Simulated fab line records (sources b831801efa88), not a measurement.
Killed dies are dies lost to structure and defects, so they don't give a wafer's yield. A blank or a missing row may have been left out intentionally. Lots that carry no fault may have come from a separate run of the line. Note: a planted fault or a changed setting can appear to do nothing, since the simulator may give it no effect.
Which tool is to blame? / flow gf180mcu / 33 wafers from 11 lots sampled at 2 of the route's 602 steps

## WHAT THE GAUGES SHOWED, per wafer
GF_HV_LDD_THK_MEAS_57.
lot=L835; measured=day 13 05:26; on=film metro-01; HV_LDD_CVD_56_THK (nm)=88.3 88.7 89.2
lot=L839; measured=day 14 09:50; on=film metro-02; HV_LDD_CVD_56_THK (nm)=66.0 65.0 65.4 66.0 65.0 65.4
lot=L842; measured=day 15 13:22; on=film metro-02; HV_LDD_CVD_56_THK (nm)=71.4 81.1 83.2 71.5 81.0 83.3
lot=L846; measured=day 16 20:44; on=film metro-01; HV_LDD_CVD_56_THK (nm)=91.5 90.9 90.7
lot=L847; measured=day 17 12:47; on=film metro-03; HV_LDD_CVD_56_THK (nm)=88.6 89.1 89.4
lot=L850; measured=day 18 10:51; on=film metro-03; HV_LDD_CVD_56_THK (nm)=88.3 89.5 89.6
lot=L851; measured=day 18 13:39; on=film metro-02; HV_LDD_CVD_56_THK (nm)=89.7 88.7 88.8
lot=L852; measured=day 18 20:26; on=film metro-01; HV_LDD_CVD_56_THK (nm)=90.0 90.5 89.7
lot=L853; measured=day 19 07:16; on=film metro-01; HV_LDD_CVD_56_THK (nm)=89.5 90.4 90.0
lot=L854; measured=day 19 12:42; on=film metro-02; HV_LDD_CVD_56_THK (nm)=89.6 88.9 89.4
lot=L855; measured=day 20 07:12; on=film metro-02; HV_LDD_CVD_56_THK (nm)=90.1 90.5 90.6

## WHAT TOOL EACH LOT RAN ON (gives the tool, then ch and the chambers of the sampled wafers, and finally the start)
lot=L835; GF_HV_LDD_CVD_56=lpcvd-01 ch 0, day 13 03:16
lot=L839; GF_HV_LDD_CVD_56=lpcvd-01 ch 0, day 14 07:41
lot=L842; GF_HV_LDD_CVD_56=lpcvd-01 ch 1, day 15 11:56
lot=L846; GF_HV_LDD_CVD_56=lpcvd-02 ch 1, day 16 19:18
lot=L847; GF_HV_LDD_CVD_56=lpcvd-02 ch 0, day 17 11:20
lot=L850; GF_HV_LDD_CVD_56=lpcvd-01 ch 0, day 18 09:25
lot=L851; GF_HV_LDD_CVD_56=lpcvd-01 ch 0, day 18 12:13
lot=L852; GF_HV_LDD_CVD_56=lpcvd-02 ch 1, day 18 18:59
lot=L853; GF_HV_LDD_CVD_56=lpcvd-02 ch 1, day 19 05:07
lot=L854; GF_HV_LDD_CVD_56=lpcvd-01 ch 1, day 19 11:16
lot=L855; GF_HV_LDD_CVD_56=lpcvd-02 ch 1, day 20 05:46
- GF_HV_LDD_CVD_56: deposits Si3N4 from DCS/NH3, target thk 90 nm, time 1543 s.

## THE ANSWER, worked out from the rows above alone
Rule: usual is defined by the lots themselves. The widest of any qualifying gaps counts: lots, ordered by their means at a reading, are off when they make up no more than a third of the lots, leave a main group of 4 or more, and stand apart from it by 3 or more times the standard deviation of that group's means. A main group is skipped when, at the precision printed for the reading in the tables above, its means are all equal. Also off: a lot with no number at a reading for which 4 or more lots have one. Where the step has rows for the other lots, those lots are counted as sound.
Off: L839, L842, seen at GF_HV_LDD_THK_MEAS_57 (HV_LDD_CVD_56_THK). Main group: mean 89.6 nm, sd 0.72.
If a tool, at a process step before that reading, ran all the lots that are off and no sound lot after the first of them, it fits. The gauges at GF_HV_LDD_THK_MEAS_57 are tried like those tools. None of those tried fits.

## WHAT THE SIMULATOR HAD PUT IN
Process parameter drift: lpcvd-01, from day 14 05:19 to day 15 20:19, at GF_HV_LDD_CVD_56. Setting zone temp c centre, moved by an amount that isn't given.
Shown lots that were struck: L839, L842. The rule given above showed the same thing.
